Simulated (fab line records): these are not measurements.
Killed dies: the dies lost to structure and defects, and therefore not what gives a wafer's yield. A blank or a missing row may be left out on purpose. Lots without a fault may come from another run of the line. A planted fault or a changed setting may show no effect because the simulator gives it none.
Comparing a struck lot with a sound one | flow sky130 | 24 out of 708 route steps
Sound: the wafers L411.1, L411.4, L411.6. Wafers L401.2, L401.3, L401.5 were the ones struck. The cause comes at the end.
At each step with rows: each side's tool, then ch and its chambers, then its first start. Under that, the readings that differ: sound wafers | struck wafers | difference of the means | sigmas: that difference in standard deviations of wafers without a fault.
alike: readings with means less than 2 such deviations apart, plus words and numbers identical on both sides. not compared: withheld readings, readings lacking a value on some wafer, bounds such as >300 that could conceal the same value, and numbers that have no deviation in the record and whose values overlap.
A row with sigmas, a row that says differs or no value, or rows on one side alone: a step with any of these is where the two part. Numbers that have no deviation but don't overlap get no sigmas and don't part them. A reading that every wafer of one side lacks parts them only if that side has two wafers or more.

first, 8 steps without rows for these wafers: SKY_RES_XHIGH_DEHYDRATE_00 (time 60 s); SKY_RES_XHIGH_HMDS_01 (prime time 60 s); SKY_RES_XHIGH_COAT_02 (resist thk 1140 nm); SKY_RES_XHIGH_SOFTBAKE_03 (time 60 s); SKY_RES_XHIGH_EXPOSE_04 (exposes mask URPM, target cd 1270 nm); SKY_RES_XHIGH_PEB_05; SKY_RES_XHIGH_DEVELOP_06 (develop time 60 s); SKY_RES_XHIGH_IMPLANT_07.
SKY_RES_XHIGH_STRIP_08: strips in O2/N2.
  sound on plasma asher-02 ch 0,1, day 31 12:52; struck on plasma asher-01 ch 0,1, day 29 02:31
  alike: drypump motor current A, oes product au, strip time to endpoint s
  not compared: rf hours counter h
SKY_RES_XHIGH_TW_MEAS_09:
  sound on film metro-04 at day 31 12:58; struck on film metro-04 at day 29 02:37
  alike: RES_XHIGH_TW
then, 2 steps without rows for these wafers: SKY_SD_N_DEHYDRATE_00 (time 60 s); SKY_SD_N_HMDS_01 (prime time 60 s).
SKY_SD_N_COAT_02: resist thk 1140 nm.
  sound on litho track-01 ch 0, day 32 02:13; struck on litho track-03 ch 0, day 29 17:08
  reading                                   | sound          | struck            | difference | sigmas
  model.NOVOLAK_of_SD_N_COAT_02.thk nm (nm) | 1141 1142 1140 | 786.3 789.3 787.2 | -353.4     |
then, 3 steps without rows for these wafers: SKY_SD_N_SOFTBAKE_03 (time 60 s); SKY_SD_N_EXPOSE_04 (exposes mask NSDM, target cd 380 nm); SKY_SD_N_PEB_05.
SKY_SD_N_DEVELOP_06: develop time 60 s.
  sound on litho track-01 ch 0, day 32 15:49; struck on litho track-04 ch 0, day 30 07:05
  reading                                   | sound          | struck            | difference | sigmas
  model.NOVOLAK_of_SD_N_COAT_02.thk nm (nm) | 1142 1143 1141 | 786.6 789.6 787.5 | -354.1     |
SKY_SD_N_CD_MEAS_07: target cd 380 nm.
  sound on cd sem-02 at day 32 15:58; struck on cd sem-01 at day 30 07:14
  reading    | sound       | struck      | difference | sigmas
  cd nm (nm) | 374 375 378 | 420 417 418 | +43        | +14
SKY_SD_N_OVL_MEAS_08:
  sound on overlay-02 at day 32 16:05; struck on overlay-02 at day 30 07:20
  alike: SD_N_OVL
then, 2 steps without rows for these wafers: SKY_SD_N_IMPLANT_09; SKY_SD_N_IMPLANT_10.
SKY_SD_N_STRIP_11: strips in O2/N2.
  sound on plasma asher-02 ch 1, day 32 16:25; struck on plasma asher-04 ch 0,1, day 30 07:40
  reading                      | sound             | struck            | difference | sigmas
  oes product au (a.u.)        | 0.531 0.523 0.519 | 0.484 0.484 0.490 | -0.038     | -9
  strip time to endpoint s (s) | 22.53 22.54 22.53 | 18.56 18.57 18.56 | -3.97      | -99 or more
  alike: drypump motor current A
  not compared: rf hours counter h
SKY_SD_N_TW_MEAS_12:
  sound on film metro-03 at day 32 16:31; struck on film metro-01 at day 30 07:46
  alike: SD_N_TW
-- the record jumps here: 17 days lie between the struck wafers' starts before and after (it left off in module SD_N and takes up again in module PAD_OPEN, whose first step shown is number 708 of the route) --
SKY_PAD_OPEN_PROBE_99:
  sound on prober-02 at day 49 05:43; struck on prober-01 at day 47 15:01
  alike: killed_at_M0_to_M3, killed_at_M4_up, killed at contacts, killed at front end, killed at other, killed dies, killed open, killed short

## WHERE THEY PART
Earliest at SKY_SD_N_CD_MEAS_07; latest, in this record, at SKY_SD_N_STRIP_11. Later steps at which nothing parts them and some readings are alike: SKY_SD_N_TW_MEAS_12, SKY_PAD_OPEN_PROBE_99.

WHY: what had been put in by the simulator
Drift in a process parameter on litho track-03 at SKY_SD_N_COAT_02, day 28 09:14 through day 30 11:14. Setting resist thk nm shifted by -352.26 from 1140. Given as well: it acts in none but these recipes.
